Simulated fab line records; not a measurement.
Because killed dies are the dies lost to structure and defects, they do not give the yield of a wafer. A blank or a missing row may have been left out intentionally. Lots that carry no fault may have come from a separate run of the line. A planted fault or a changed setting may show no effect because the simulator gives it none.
2 desks, one fault | flow sky130 | only its own numbers are on each desk; what lay behind them is given at the end

AT THE METROLOGY DESK
What the gauges read, lot by lot, whatever tool the lot ran on: means of the sampled wafers that have a number. Marked OUT: a lot whose mean sits more than 4 standard deviations from the usual mean, which makes it out of limits; the brackets give that distance.
Columns: A = LDD_N_OVL at SKY_LDD_N_OVL_MEAS_07, usual -1.2 nm
lot  | first seen here | A
L631 | day 21 12:40    | -0.9
L630 | day 21 12:58    | -0.2
L634 | day 22 13:52    | -0.4
L643 | day 24 19:26    | -1.2
L642 | day 24 23:11    | -0.3
L644 | day 25 13:35    | -1.3
This desk found nothing out of limits on any of the 6 lots.

FOR THE TOOL OWNER'S DESK: implanter-03
SKY_LDD_N_IMPLANT_12, tool's own readings: per-lot mean of the sampled wafers with a number, covering each lot this tool ran. Marked OUT: a lot whose mean sits more than 4 standard deviations from the usual mean, which makes it out of limits; the brackets give that distance.
Columns: A = doseIonsCm2 at SKY_LDD_N_IMPLANT_12, usual 5e+12; B = faradayCurrentUA at SKY_LDD_N_IMPLANT_12, usual 28.2
lot  | first seen here | A                       | B
L630 | day 21 13:35    | 5e+12                   | 28.2
L643 | day 24 20:05    | 9e+12 (+99 or more) OUT | 48.7 (+43) OUT
L642 | day 24 23:52    | 9e+12 (+99 or more) OUT | 48.4 (+42) OUT
Finding of this desk: L642, L643 out of limits; the first was L643 at day 24 20:05, on doseIonsCm2 at SKY_LDD_N_IMPLANT_12. L630 stayed within limits.

TAKEN TOGETHER
An alarm could have come from the tool owner's desk at day 24 20:05, on L642, L643.
From the metrology desk's view, nothing was out of limits.
The metrology desk holds a record of L642, L643, inside its limits.
Of the lots named, all ran SKY_LDD_N_IMPLANT_12 on implanter-03.

WHAT WAS PUT IN BY THE SIMULATOR
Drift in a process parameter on implanter-03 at SKY_LDD_N_IMPLANT_12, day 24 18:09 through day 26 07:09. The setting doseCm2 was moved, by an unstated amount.
Lots struck among those shown: L642, L643.
Delay in hours, fault start to first out-of-limits reading, by desk: the tool owner's desk at 2.
